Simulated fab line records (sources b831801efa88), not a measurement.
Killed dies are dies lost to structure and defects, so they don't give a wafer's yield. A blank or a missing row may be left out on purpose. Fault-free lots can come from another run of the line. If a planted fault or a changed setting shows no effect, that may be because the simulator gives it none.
fab line records	flow sky130
record: lots: 11	wafers: 33	last_day: 50
route steps=708 shown LDD_LDN@302 SD_P@330 CONTACT@430
lots with no fault: from the same line, run without faults
start_h: hours from the record's first day to the start of the lot's first wafer shown	wait_h: hours since the lot's step before	" identical to the entry in the row above	L1.1+2: a row that stands for several wafers	- no value, or no start was given	* or withheld: withheld	< > ~ a bound
route shown NAME@n: names a module that has steps shown in the file, with the first one's number in the route	usual: the fault-free wafers' mean and standard deviation	same: alike in all rows	chamber/n: place in a boat	sites: readings site by site	_std_site: their standard deviation	_edge_site: mean of outer sites minus mean of inner sites	radius_mm: for every site, how far away it sits from the centre of the wafer	mask NAME#n: copy n	behind: the most recent tool/chamber to have shaped the wafer	hold: why the lot was held/for how many hours/how that ended	device: which transistor (n, p or np) failed to switch	end of line: the route-end tests of the same wafers	where a step has no rows: the recipe by itself	killed: at the first sort, the dies lost to defects and structure; wafer yield is something else	map: a wafer's dies, marking killed ones x, the rest . and places with no die _
set.NAME: setting as actually run; set.NAME@STEP: the setting as run at that earlier step	model.NAME: the simulator's own value behind a step, which no gauge read
the route's steps for a sample of lots (tables are steps, rows are wafers)
services: a tool's chamber out of use, with start hour (start_h, from the record's first day; less than 0 if before it), hours out, and reason
== steps ==
step: SKY_LDD_LDN_TW_MEAS_13
usual: LDD_LDN_TW: 1486/8.2
lot.wafer	tool	chamber	start_h	wait_h	LDD_LDN_TW
L842.1	film_metro-01	-	536.69	0.1	1482
L842.3	"	-	"	"	1479
L842.4	"	-	"	"	1485
L843.3	film_metro-01	-	543.66	0.1	1489
L843.4	"	-	"	"	1481
L843.5	"	-	"	"	1486
L844.4	film_metro-02	-	548.57	0.1	1498
L844.5	"	-	"	"	1499
L844.6	"	-	"	"	1498
L845.4	film_metro-01	-	576.37	0.1	1476
L845.5	"	-	"	"	1482
L845.6	"	-	"	"	1476
L848.2	film_metro-04	-	595.70	0.1	1497
L848.4	"	-	"	"	1490
L848.6	"	-	"	"	1494
L847.2	film_metro-04	-	598.55	0.1	1487
L847.5	"	-	"	"	1492
L847.6	"	-	"	"	1497
L849.1	film_metro-04	-	605.84	0.1	1485
L849.2	"	-	"	"	1489
L849.4	"	-	"	"	1485
L850.3	film_metro-04	-	606.73	0.1	1493
L850.5	"	-	"	"	1482
L850.6	"	-	"	"	1489
L859.1	film_metro-04	-	677.71	0.1	1491
L859.5	"	-	"	"	1488
L859.6	"	-	"	"	1487
L863.1	film_metro-01	-	713.16	0.1	1482
L863.3	"	-	"	"	1479
L863.4	"	-	"	"	1468
L864.1	film_metro-01	-	715.79	0.1	1473
L864.3	"	-	"	"	1476
L864.5	"	-	"	"	1479
step: SKY_SD_P_STRIP_10
recipe: chemistry: O2/N2	power_w: 1400	pressure_mtorr: 1500	platen_temp_c: withheld	o2_flow_sccm: 3000	n2_flow_sccm: 300	overash_fraction: 0.5
usual: drypump_motor_current_A: 5.44/0.3	oes_product_au: 0.617/0.0045	strip_time_to_endpoint_s: 17.49/0.042
lot.wafer	tool	chamber	start_h	wait_h	drypump_motor_current_A	oes_product_au	rf_hours_counter_h	strip_time_to_endpoint_s
L842.1	plasma_asher-01	0	601.38	0.1	5.19	0.621	18	17.47
L842.3	"	1	"	"	5.45	0.621	-	17.45
L842.4	"	0	"	"	5.19	0.621	-	17.48
L843.3	plasma_asher-01	1	604.81	0.1	5.46	0.618	-	17.44
L843.4	"	0	"	"	5.19	0.615	-	17.48
L843.5	"	0	"	"	5.18	0.621	-	17.50
L844.4	plasma_asher-02	1	609.04	0.1	5.61	0.611	-	17.42
L844.5	"	1	"	"	5.61	0.617	-	17.46
L844.6	"	0	"	"	4.90	0.614	-	17.45
L845.4	plasma_asher-01	0	637.79	0.1	5.19	0.612	-	17.51
L845.5	"	0	"	"	5.19	0.618	-	17.52
L845.6	"	1	"	"	5.46	0.616	-	17.50
L848.2	plasma_asher-02	1	654.43	0.1	5.59	0.617	83	17.51
L848.4	"	1	"	"	5.60	0.614	-	17.52
L848.6	"	0	"	"	4.91	0.620	-	17.47
L847.2	plasma_asher-04	1	656.61	0.1	5.84	0.614	53	17.57
L847.5	"	1	"	"	5.82	0.607	-	17.55
L847.6	"	0	"	"	5.65	0.619	-	17.55
L849.1	plasma_asher-04	0	664.43	0.1	5.64	0.623	53	17.56
L849.2	"	1	"	"	5.83	0.621	53	17.52
L849.4	"	0	"	"	5.64	0.617	-	17.50
L850.3	plasma_asher-04	0	666.14	0.1	5.65	0.609	-	17.49
L850.5	"	1	"	"	5.85	0.619	-	17.47
L850.6	"	0	"	"	5.61	0.617	-	17.51
L859.1	plasma_asher-04	0	736.43	0.1	5.65	0.621	60	17.42
L859.5	"	0	"	"	5.66	0.618	-	17.44
L859.6	"	1	"	"	5.84	0.611	-	17.46
L863.1	plasma_asher-02	1	770.08	0.1	5.59	0.621	95	17.52
L863.3	"	1	"	"	5.61	0.620	-	17.56
L863.4	"	0	"	"	4.90	0.608	-	17.55
L864.1	plasma_asher-04	1	772.21	0.1	5.82	0.621	63	17.44
L864.3	"	0	"	"	5.63	0.621	-	17.42
L864.5	"	0	"	"	5.61	0.614	-	17.43
step: SKY_SD_P_TW_MEAS_11
usual: SD_P_TW: 2840/16
lot.wafer	tool	chamber	start_h	wait_h	SD_P_TW
L842.1	film_metro-03	-	601.48	0.1	2877
L842.3	"	-	"	"	2884
L842.4	"	-	"	"	2874
L843.3	film_metro-02	-	604.90	0.1	2863
L843.4	"	-	"	"	2858
L843.5	"	-	"	"	2857
L844.4	film_metro-01	-	609.14	0.1	2841
L844.5	"	-	"	"	2844
L844.6	"	-	"	"	2841
L845.4	film_metro-02	-	637.89	0.1	2863
L845.5	"	-	"	"	2846
L845.6	"	-	"	"	2853
L848.2	film_metro-01	-	654.54	0.1	2824
L848.4	"	-	"	"	2836
L848.6	"	-	"	"	2839
L847.2	film_metro-02	-	656.72	0.1	2854
L847.5	"	-	"	"	2848
L847.6	"	-	"	"	2857
L849.1	film_metro-01	-	664.53	0.1	2833
L849.2	"	-	"	"	2834
L849.4	"	-	"	"	2833
L850.3	film_metro-02	-	666.23	0.1	2839
L850.5	"	-	"	"	2845
L850.6	"	-	"	"	2833
L859.1	film_metro-02	-	736.53	0.1	2835
L859.5	"	-	"	"	2819
L859.6	"	-	"	"	2833
L863.1	film_metro-02	-	770.18	0.1	2844
L863.3	"	-	"	"	2840
L863.4	"	-	"	"	2851
L864.1	film_metro-02	-	772.31	0.1	2860
L864.3	"	-	"	"	2855
L864.5	"	-	"	"	2835
step: SKY_CONTACT_CVD_24
recipe: material: W	target_thk_nm: 340	time_s: 102.12	temp_c: 400	pressure_torr: 40
usual: heater_power_w: 967/86	susceptor_temp_C: 399.96/0.21
lot.wafer	tool	chamber	start_h	wait_h	heater_power_w	susceptor_temp_C
L842.1	cvd_w-02	1	745.55	0.0	904	400.13
L842.3	"	1	"	"	895	400.29
L842.4	"	0	"	"	887	399.80
L843.3	cvd_w-02	0	751.29	0.1	878	400.07
L843.4	"	1	"	"	898	399.98
L843.5	"	0	"	"	865	399.80
L844.4	cvd_w-02	1	754.28	0.1	891	400.07
L844.5	"	1	"	"	881	399.94
L844.6	"	0	"	"	847	399.38
L845.4	cvd_w-02	1	782.21	0.1	877	399.78
L845.5	"	0	"	"	881	399.85
L845.6	"	1	"	"	890	399.99
L848.2	cvd_w-01	0	797.00	0.0	1069	399.83
L848.4	"	0	"	"	1089	399.86
L848.6	"	1	"	"	956	399.94
L847.2	cvd_w-01	1	798.64	0.0	934	399.68
L847.5	"	0	"	"	1071	400.08
L847.6	"	1	"	"	963	400.01
L849.1	cvd_w-01	0	806.05	0.0	1079	399.96
L849.2	"	1	"	"	963	400.06
L849.4	"	0	"	"	1048	400.16
L850.3	cvd_w-02	0	808.18	0.1	847	400.12
L850.5	"	0	"	"	871	400.07
L850.6	"	1	"	"	907	400.02
L859.1	cvd_w-01	1	876.11	0.0	950	400.09
L859.5	"	0	"	"	1125	399.94
L859.6	"	1	"	"	977	399.87
L863.1	cvd_w-02	0	907.09	0.0	849	400.15
L863.3	"	0	"	"	873	400.05
L863.4	"	1	"	"	902	400.16
L864.1	cvd_w-02	0	909.19	0.1	863	400.24
L864.3	"	0	"	"	882	399.95
L864.5	"	1	"	"	906	400.05
step: SKY_CONTACT_RS_MEAS_25
recipe: thk_meas_gauge: four-point-probe	reads: W_of_CONTACT_CVD_24+TiN_of_CONTACT_SPUTTER_23
usual: CONTACT_W_RS: 0.337/0.0032
lot.wafer	tool	chamber	start_h	wait_h	hold	CONTACT_W_RS[ohm/sq]
L842.1	film_metro-02	-	745.66	0.1	-	0.340
L842.3	"	-	"	"	-	0.340
L842.4	"	-	"	"	-	0.336
L843.3	film_metro-01	-	751.40	0.1	-	0.340
L843.4	"	-	"	"	-	0.340
L843.5	"	-	"	"	-	0.337
L844.4	film_metro-01	-	754.41	0.1	-	0.338
L844.5	"	-	"	"	-	0.341
L844.6	"	-	"	"	-	0.338
L845.4	film_metro-01	-	782.34	0.1	-	0.340
L845.5	"	-	"	"	-	0.333
L845.6	"	-	"	"	-	0.340
L848.2	film_metro-04	-	797.13	0.1	-	0.337
L848.4	"	-	"	"	-	0.335
L848.6	"	-	"	"	-	0.338
L847.2	film_metro-01	-	798.77	0.1	-	0.336
L847.5	"	-	"	"	-	0.337
L847.6	"	-	"	"	-	0.337
L849.1	film_metro-04	-	806.16	0.1	-	0.339
L849.2	"	-	"	"	-	0.335
L849.4	"	-	"	"	-	0.337
L850.3	film_metro-04	-	808.30	0.1	-	0.334
L850.5	"	-	"	"	-	0.340
L850.6	"	-	"	"	-	0.335
L859.1	film_metro-04	-	876.22	0.1	await_dispo/0.2h/release	0.414
L859.5	"	-	"	"	await_dispo/0.2h/release	0.415
L859.6	"	-	"	"	await_dispo/0.2h/release	0.338
L859.1	film_metro-04	-	876.51	0.3	-	0.414
L859.5	"	-	"	"	-	0.416
L859.6	"	-	"	"	-	0.338
L863.1	film_metro-04	-	907.20	0.1	-	0.332
L863.3	"	-	"	"	-	0.331
L863.4	"	-	"	"	-	0.334
L864.1	film_metro-02	-	909.30	0.1	-	0.333
L864.3	"	-	"	"	-	0.335
L864.5	"	-	"	"	-	0.338
step: SKY_CONTACT_THK_MEAS_26
recipe: thk_meas_gauge: xrf	reads: W_of_CONTACT_CVD_24
usual: CONTACT_W_THK: 343/3.7
lot.wafer	tool	chamber	start_h	wait_h	hold	CONTACT_W_THK[nm]
L842.1	film_metro-02	-	745.78	0.1	-	344
L842.3	"	-	"	"	-	343
L842.4	"	-	"	"	-	347
L843.3	film_metro-01	-	751.50	0.1	-	340
L843.4	"	-	"	"	-	343
L843.5	"	-	"	"	-	344
L844.4	film_metro-01	-	754.50	0.1	-	344
L844.5	"	-	"	"	-	339
L844.6	"	-	"	"	-	341
L845.4	film_metro-01	-	782.43	0.1	-	336
L845.5	"	-	"	"	-	345
L845.6	"	-	"	"	-	338
L848.2	film_metro-04	-	797.24	0.1	-	343
L848.4	"	-	"	"	-	343
L848.6	"	-	"	"	-	338
L847.2	film_metro-01	-	798.88	0.1	-	344
L847.5	"	-	"	"	-	343
L847.6	"	-	"	"	-	343
L849.1	film_metro-04	-	806.28	0.1	-	339
L849.2	"	-	"	"	-	344
L849.4	"	-	"	"	-	340
L850.3	film_metro-04	-	808.40	0.1	-	344
L850.5	"	-	"	"	-	340
L850.6	"	-	"	"	-	344
L859.1	film_metro-04	-	880.88	4.4	await_dispo/0.2h/release	277
L859.5	"	-	"	"	await_dispo/0.2h/release	276
L859.6	"	-	"	"	await_dispo/0.2h/release	339
L859.1	film_metro-04	-	881.10	0.2	-	279
L859.5	"	-	"	"	-	277
L859.6	"	-	"	"	-	341
L863.1	film_metro-04	-	907.32	0.1	-	347
L863.3	"	-	"	"	-	348
L863.4	"	-	"	"	-	347
L864.1	film_metro-02	-	909.42	0.1	-	350
L864.3	"	-	"	"	-	349
L864.5	"	-	"	"	-	347
step: SKY_CONTACT_CMP_27
recipe: stop_on: SiO2	t_overpolish_s: 15	down_force_psi: 3.5	platen_rpm: 60	target_thk_nm: 0	pad_velocity_m_s: 0.94248
usual: motor_current_A: 11.1/1.2	time_to_endpoint_s: 83/3.2
lot.wafer	tool	chamber	start_h	wait_h	hold	motor_current_A	time_to_endpoint_s
L842.1	cmp-02	3	745.84	0.1	-	11.9	83
L842.3	"	1	"	"	-	10.3	77
L842.4	"	2	"	"	-	12.6	86
L843.3	cmp-02	0	751.64	0.1	-	9.9	86
L843.4	"	2	"	"	-	12.9	80
L843.5	"	0	"	"	-	9.8	84
L844.4	cmp-01	3	754.63	0.1	-	10.6	88
L844.6	"	1	"	"	-	13.1	81
L844.5	"	2	"	"	-	10.6	87
L845.4	cmp-02	0	782.46	0.0	-	10.2	81
L845.5	"	0	"	"	-	9.2	83
L845.6	"	1	"	"	-	10.5	80
L848.4	cmp-02	1	797.29	0.0	-	10.5	77
L848.2	"	2	"	"	-	12.2	82
L848.6	"	1	"	"	-	10.8	78
L847.2	cmp-02	2	799.08	0.2	-	12.5	80
L847.5	"	3	"	"	-	11.2	78
L847.6	"	0	"	"	-	9.6	82
L849.2	cmp-02	2	806.39	0.1	-	12.5	81
L849.4	"	3	"	"	-	12.0	80
L849.1	"	0	"	"	-	9.2	81
L850.3	cmp-01	0	808.44	0.0	-	10.3	82
L850.6	"	0	"	"	-	10.3	83
L850.5	"	1	"	"	-	12.7	75
L859.1	cmp-01	2	883.06	1.9	await_dispo/1.6h/release	10.8	69
L859.6	"	0	"	"	await_dispo/1.6h/release	9.9	82
L859.5	"	1	"	"	await_dispo/1.6h/release	13.1	66
L863.3	cmp-01	0	907.53	0.2	-	10.4	86
L863.4	"	1	"	"	-	12.7	79
L863.1	"	2	"	"	-	10.0	85
L864.1	cmp-02	2	909.53	0.1	-	12.8	87
L864.3	"	0	"	"	-	9.7	87
L864.5	"	2	"	"	-	12.8	85
== services ==
tool	chamber	start_h	hours	kind
cmp-01	-	587.07	2.0	repair
cmp-01	-	589.91	0.5	repair
plasma_asher-04	-	591.40	2.3	repair
cmp-01	-	592.65	1.9	repair
cvd_w-01	-	594.88	6.9	pm
cmp-02	-	616.71	1.1	repair
cmp-01	-	634.24	20.3	repair
cmp-02	-	635.63	7.8	repair
cmp-02	-	654.66	5.9	pm
cvd_w-01	-	666.74	6.0	pm
cvd_w-01	-	672.74	4.3	pm
plasma_asher-04	-	703.16	6.9	pm
cvd_w-02	-	730.74	2.8	pm
cvd_w-02	1	735.16	4.1	repair
cvd_w-02	-	738.03	6.0	pm
cmp-01	-	744.11	4.0	pm
cmp-01	-	748.11	4.8	pm
cmp-02	-	754.37	5.1	repair
cvd_w-02	0	755.47	18.5	repair
cvd_w-01	-	773.64	2.8	pm
cmp-02	-	780.18	1.8	repair
cmp-01	-	864.45	6.7	pm
cvd_w-02	-	864.74	3.9	repair
cmp-02	-	896.10	2.9	repair
== key ==
first_sign: step: SKY_CONTACT_RS_MEAS_25	reading: visit	direction: added
effect: step: SKY_CONTACT_RS_MEAS_25	reading: CONTACT_W_RS	direction: up	sigmas: 24	usual: 0.337	struck: 0.415
effect: step: SKY_CONTACT_THK_MEAS_26	reading: visit	direction: added
effect: step: SKY_CONTACT_THK_MEAS_26	reading: CONTACT_W_THK	direction: down	sigmas: 18	usual: 343	struck: 277
effect: step: SKY_CONTACT_CMP_27	reading: time_to_endpoint_s	direction: down	sigmas: 4.8	usual: *	struck: *
met_at SKY_CONTACT_CVD_24
struck_lots L859
struck_wafers L859.1,L859.5
tester_left_out L859
not_acting_at SKY_LDD_LDN_TW_MEAS_13,SKY_SD_P_STRIP_10,SKY_SD_P_TW_MEAS_11
onset_between 806.05 876.11
fault: kind: process_parameter_drift	tool: cvd_w-01	chamber: -	onset_h: 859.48	steps: SKY_CONTACT_CVD_24	channel: target_thk_nm	offset: -65.847	shape: step	end_h: 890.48	scope: struck_wafers_only	acts_in: these_recipes_only	stated: 340
tester_left_out: of these lots the tester's yield and bins aren't shown, on N5 and GAA mostly nor the transistor test; their killed dies are dies lost to structure and defects alone, not to doping, threshold or leakage, so they don't give the yield
